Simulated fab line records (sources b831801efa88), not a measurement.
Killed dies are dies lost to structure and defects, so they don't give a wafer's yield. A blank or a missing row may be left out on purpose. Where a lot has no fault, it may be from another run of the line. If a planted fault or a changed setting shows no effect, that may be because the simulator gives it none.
fab line records    flow sky130
[record] lots = 6  wafers = 18  last-day = 49
route steps=708 shown CONTACT@412
lots with no fault: from the same line, run without faults
start-h: hours from the record's opening day to when the first of the lot's shown wafers began    wait-h: how many hours have passed since the lot's step before this one    " unchanged from the row above    L1.1+2: a single row standing in for several wafers    - no value present, or no start provided    * or withheld: withheld    < > ~ a bound
route shown NAME@n: NAME is a module with steps in the file, n the number in the route of the first one    usual: mean and standard deviation over wafers with no fault    same: alike in all rows    chamber/n: place in a boat    sites: each site's reading    _std_site: standard deviation of those values    _edge_site: mean of outer sites minus mean of inner sites    radius-mm: for every site, how far away it sits from the centre of the wafer    mask NAME#n: copy n    behind: tool/chamber where the wafer was last shaped    hold: what put the lot on hold/how long, in hours/how the hold closed    device: transistor that didn't switch, given as n, p or np    end of line: the tests these same wafers got at the end of their route    a step given without rows: its recipe and nothing more    killed: dies lost to structure and defects at the first sort, not the wafer's yield    map: shows each die of a wafer: x if killed, . if not, _ if none is there
set.NAME: the setting the step ran with; set.NAME@STEP: the setting that earlier step ran with    model.NAME: the simulator's own value behind a step, which no gauge read
certain route steps with their lots: each step a table, each wafer a row
services: a tool's chamber out of use, with start hour (start-h, from the record's first day; less than 0 if before it), hours out, and reason
[[steps]]
[step SKY_CONTACT_DEHYDRATE_06]
[recipe] temp-c = 200  time-s = 60
[step SKY_CONTACT_HMDS_07]
[recipe] prime-time-s = 60  prime-temp-c = 120
[step SKY_CONTACT_COAT_08]
[recipe] resist = BARC  temp-c = withheld  time-s = withheld  spin-rpm = 3000  resist-thk-nm = 60
[step SKY_CONTACT_COAT_09]
[recipe] resist = KrF-thick  spin-rpm = 3000  resist-thk-nm = 450
[step SKY_CONTACT_SOFTBAKE_10]
[recipe] temp-c = 100  time-s = 90  resist = KrF-thick
[step SKY_CONTACT_EXPOSE_11]
[recipe] mask-id = CTM1  na = 0.8  source-shape = annular  sigma-inner = 0.55  sigma-outer = 0.85  target-cd-nm = 170  dose-mj = 38
[step SKY_CONTACT_PEB_12]
[recipe] peb-temp-c = withheld  peb-time-s = withheld  resist = KrF-thick
[step SKY_CONTACT_DEVELOP_13]
[recipe] develop-time-s = 60  resist = KrF-thick  dev-temp-c = 21
[step SKY_CONTACT_CD_MEAS_14]
[recipe] target-cd-nm = 170
[usual] cd-nm = 169.6/1.5
lot.wafer  tool       chamber  start-h  wait-h  cd-nm
L258.2     cd-sem-02  -        761.44   -       166.9
L258.3     "          -        "        "       167.7
L258.6     "          -        "        "       168.6
L260.2     cd-sem-01  -        768.77   -       168.9
L260.3     "          -        "        "       168.5
L260.5     "          -        "        "       168.3
L268.1     cd-sem-01  -        827.31   -       170.2
L268.4     "          -        "        "       170.7
L268.5     "          -        "        "       169.9
L270.1     cd-sem-01  -        839.86   -       168.4
L270.5     "          -        "        "       169.0
L270.6     "          -        "        "       168.6
L271.2     cd-sem-01  -        859.92   -       171.9
L271.3     "          -        "        "       171.9
L271.6     "          -        "        "       172.0
L273.1     cd-sem-02  -        871.05   -       170.2
L273.2     "          -        "        "       171.2
L273.4     "          -        "        "       171.4
[step SKY_CONTACT_OVL_MEAS_15]
[usual] CONTACT_OVL = -3/4.9
lot.wafer  tool        chamber  start-h  wait-h  CONTACT_OVL[nm]
L258.2     overlay-01  -        761.55   0.1     -5
L258.3     "           -        "        "       -8
L258.6     "           -        "        "       -8
L260.2     overlay-01  -        768.87   0.1     -1
L260.3     "           -        "        "       3
L260.5     "           -        "        "       2
L268.1     overlay-02  -        827.43   0.1     -5
L268.4     "           -        "        "       9
L268.5     "           -        "        "       -1
L270.1     overlay-01  -        839.98   0.1     -1
L270.5     "           -        "        "       -1
L270.6     "           -        "        "       0
L271.2     overlay-02  -        860.02   0.1     6
L271.3     "           -        "        "       0
L271.6     "           -        "        "       0
L273.1     overlay-02  -        871.17   0.1     -7
L273.2     "           -        "        "       -15
L273.4     "           -        "        "       -12
[step SKY_CONTACT_ETCH_16]
[recipe] chemistry = N2/H2  target = BARC  ion-energy-ev = 200  source-w = 500  bias-w = 100  pressure-mtorr = 30  n2-flow-sccm = 100  h2-flow-sccm = 200  stop-on = SiO2  time-s = 45.9  target-depth-a = 600
[usual] drypump-motor-current-A = 5.7/0.42  h2-flow-sccm = 200.0/0.62  oes-product-au = 0.855/0.0045  rf-fwd-power-W = 494.5/2.3  throttle-valve-pct = 13.225/0.0093
lot.wafer  tool         chamber  start-h  wait-h  drypump-motor-current-A  h2-flow-sccm  oes-product-au  rf-fwd-power-W  rf-hours-counter-h  throttle-valve-pct
L258.2     rie-diel-03  2        761.58   0.0     6.4                      199.0         0.851           491.9           24                  13.227
L258.3     "            3        "        "       5.8                      199.9         0.856           494.6           4                   13.230
L258.6     "            3        "        "       5.8                      199.8         0.853           494.5           -                   13.221
L260.2     rie-diel-01  3        768.90   0.0     5.6                      199.4         0.850           495.7           32                  13.216
L260.3     "            0        "        "       6.0                      199.4         0.857           489.1           8                   13.245
L260.5     "            3        "        "       5.6                      200.6         0.850           495.8           -                   13.230
L268.1     rie-diel-03  3        827.47   0.0     5.8                      199.3         0.854           496.6           6                   13.226
L268.4     "            2        "        "       6.4                      200.9         0.854           495.1           27                  13.239
L268.5     "            3        "        "       5.8                      200.3         0.859           496.4           -                   13.222
L270.1     rie-diel-02  0        840.02   0.0     5.3                      200.6         0.863           493.8           5                   13.223
L270.5     "            2        "        "       4.9                      199.4         0.853           493.7           -                   13.224
L270.6     "            1        "        "       5.5                      199.7         0.857           499.6           -                   13.228
L271.2     rie-diel-03  1        860.05   0.0     5.5                      198.6         0.856           499.2           12                  13.219
L271.3     "            3        "        "       5.8                      199.9         0.846           495.1           7                   13.221
L271.6     "            1        "        "       5.5                      199.3         0.861           497.5           -                   13.234
L273.1     rie-diel-01  2        871.20   0.0     6.5                      200.2         0.849           493.5           1                   13.230
L273.2     "            0        "        "       6.0                      199.8         0.855           494.3           12                  13.225
L273.4     "            1        "        "       5.1                      199.6         0.853           493.2           -                   13.208
[step SKY_CONTACT_ETCH_17]
[recipe] target = SiO2  chemistry = C4F8/O2/Ar  stop-on = Si3N4  mask-material = KrF-thick  source-w = 1500  bias-w = 1200  pressure-mtorr = 40  c4f8-flow-sccm = withheld  O2_flow_sccm = 6  Ar_flow_sccm = 300  time-s = withheld  target-depth-a = 3400
[usual] oes-product-au = 0.892/0.0053  rf-fwd-power-W = 1487/6.6
lot.wafer  tool         chamber  start-h  wait-h  oes-product-au  rf-fwd-power-W
L258.2     rie-diel-03  2        761.62   0.0     0.887           1484
L258.3     "            3        "        "       0.887           1485
L258.6     "            3        "        "       0.893           1487
L260.2     rie-diel-01  3        768.94   0.0     0.889           1488
L260.3     "            0        "        "       0.893           1486
L260.5     "            3        "        "       0.893           1484
L268.1     rie-diel-03  3        827.51   0.0     0.893           1484
L268.4     "            2        "        "       0.889           1482
L268.5     "            3        "        "       0.896           1485
L270.1     rie-diel-02  0        840.06   0.0     0.898           1483
L270.5     "            2        "        "       0.894           1497
L270.6     "            1        "        "       0.896           1497
L271.2     rie-diel-03  1        860.10   0.0     0.890           1489
L271.3     "            3        "        "       0.888           1491
L271.6     "            1        "        "       0.888           1492
L273.1     rie-diel-01  2        871.24   0.0     0.889           1481
L273.2     "            0        "        "       0.895           1482
L273.4     "            1        "        "       0.894           1473
[step SKY_CONTACT_ETCH_18]
[recipe] target = Si3N4  chemistry = CHF3/O2  stop-on = TiN  source-w = 600  bias-w = 200  pressure-mtorr = 40  chf3-flow-sccm = 50  O2_flow_sccm = 5  time-s = 39  target-depth-a = 750
[usual] drypump-motor-current-A = 5.7/0.43  oes-product-au = 0.855/0.0084  rf-fwd-power-W = 592.9/2.6  throttle-valve-pct = 8.794/0.0093
lot.wafer  tool         chamber  start-h  wait-h  drypump-motor-current-A  oes-product-au  rf-fwd-power-W  rf-hours-counter-h  throttle-valve-pct  model.KrF-thick_of_CONTACT_COAT_09.thk-nm
L258.2     rie-diel-03  2        761      -       6.4                      0.855           596.4           24                  8.793               245.6
L258.3     "            3        "        "       5.8                      0.866           595.6           4                   8.785               239.2
L258.6     "            3        "        "       5.8                      0.873           592.9           -                   8.792               239.5
L260.2     rie-diel-01  3        768      -       5.5                      0.845           592.5           32                  8.807               243.2
L260.3     "            0        "        "       6.0                      0.847           592.3           8                   8.794               241.7
L260.5     "            3        769      -       5.6                      0.845           593.2           -                   8.797               245.3
L268.1     rie-diel-03  3        827      -       5.8                      0.852           498.4           6                   8.786               245.7
L268.4     "            2        "        "       6.4                      0.864           496.9           27                  8.791               251
L268.5     "            3        "        "       5.8                      0.848           495.0           -                   8.798               246.3
L270.1     rie-diel-02  0        840      -       5.2                      0.858           593.4           5                   8.790               240.7
L270.5     "            2        "        "       4.9                      0.868           589.3           -                   8.780               243.7
L270.6     "            1        "        "       5.5                      0.874           594.8           -                   8.795               243.8
L271.2     rie-diel-03  1        860      -       5.4                      0.853           498.2           12                  8.782               246.6
L271.3     "            3        "        "       5.8                      0.845           499.0           7                   8.807               243.8
L271.6     "            1        "        "       5.5                      0.846           498.5           -                   8.785               247.3
L273.1     rie-diel-01  2        871      -       6.5                      0.859           594.9           1                   8.803               243.5
L273.2     "            0        "        "       5.9                      0.847           589.6           12                  8.805               241.7
L273.4     "            1        "        "       5.1                      0.858           587.9           -                   8.799               244.2
[step SKY_CONTACT_STRIP_19]
[recipe] chemistry = O2/N2  power-w = 1400  pressure-mtorr = 1500  platen-temp-c = withheld  o2-flow-sccm = 3000  n2-flow-sccm = 300  overash-fraction = 0.5
[usual] drypump-motor-current-A = 6.0/0.48  oes-product-au = 0.381/0.0047  strip-time-to-endpoint-s = 3.616/0.027
[same] overash-fraction = 0.5
lot.wafer  tool             chamber  start-h  wait-h  drypump-motor-current-A  oes-product-au  rf-hours-counter-h  strip-time-to-endpoint-s
L258.2     plasma-asher-01  0        761.71   -       6.4                      0.386           66                  3.653
L258.3     "                0        "        "       6.4                      0.379           -                   3.570
L258.6     "                0        "        "       6.4                      0.379           -                   3.575
L260.2     plasma-asher-01  0        769.03   -       6.4                      0.377           67                  3.634
L260.3     "                1        "        "       6.5                      0.376           -                   3.607
L260.5     "                1        "        "       6.4                      0.383           -                   3.648
L268.1     plasma-asher-02  1        827.60   -       5.4                      0.393           37                  3.644
L268.4     "                0        "        "       5.5                      0.392           -                   3.702
L268.5     "                0        "        "       5.4                      0.378           -                   3.662
L270.1     plasma-asher-02  0        840.15   -       5.5                      0.374           39                  3.584
L270.5     "                0        "        "       5.4                      0.381           -                   3.628
L270.6     "                1        "        "       5.4                      0.385           -                   3.610
L271.2     plasma-asher-01  0        860.19   -       6.4                      0.379           75                  3.661
L271.3     "                0        "        "       6.4                      0.377           -                   3.626
L271.6     "                1        "        "       6.5                      0.379           -                   3.668
L273.1     plasma-asher-02  0        871.34   -       5.4                      0.380           42                  3.631
L273.2     "                1        "        "       5.4                      0.385           42                  3.608
L273.4     "                1        "        "       5.4                      0.384           -                   3.636
[[services]]
tool             chamber  start-h  hours  kind
plasma-asher-01  -        769.49   1.9    repair
rie-diel-01      2        773.41   15.3   repair
plasma-asher-01  -        785.53   2.8    pm
rie-diel-03      3        806.12   5.0    repair
rie-diel-01      3        810.42   -      clean
rie-diel-01      3        810.42   19.2   scheduled-down
rie-diel-01      3        810.42   19.2   vent-cycle
rie-diel-01      2        829.59   -      clean
rie-diel-01      2        829.59   14.1   scheduled-down
rie-diel-01      2        829.59   14.1   vent-cycle
rie-diel-03      1        831.31   5.2    repair
rie-diel-02      -        834.16   2.8    pm
rie-diel-03      1        839.52   13.1   repair
rie-diel-02      0        845.38   17.4   repair
rie-diel-03      -        853.39   0.6    repair
rie-diel-03      1        868.16   4.5    repair
rie-diel-01      3        871.08   19.1   repair
[[key]]
[first-sign] step = SKY_CONTACT_ETCH_18  reading = rf-fwd-power-W  direction = down  sigmas = 37  usual = 592.9  struck = 497.7
effect none on later readings
[model-effect] step = SKY_CONTACT_ETCH_18  value = KrF-thick_of_CONTACT_COAT_09.thk-nm  without = 241.2  struck = 246.8
met-at SKY_CONTACT_ETCH_18
struck-wafers L268.1,L268.4,L268.5,L271.2,L271.3,L271.6
tester-left-out L268,L271
onset-between 761 827
[fault] kind = process-parameter-drift  tool = rie-diel-03  chamber = -  onset-h = 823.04  steps = SKY_CONTACT_ETCH_18  channel = source-w  offset = -96  shape = step  end-h = 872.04  acts-in = these-recipes-only  stated = 600
// tester-left-out: of these lots the tester's yield and bins aren't shown, on N5 and GAA mostly nor the transistor test; their killed dies are dies lost to structure and defects alone, not to doping, threshold or leakage, so they don't give the yield
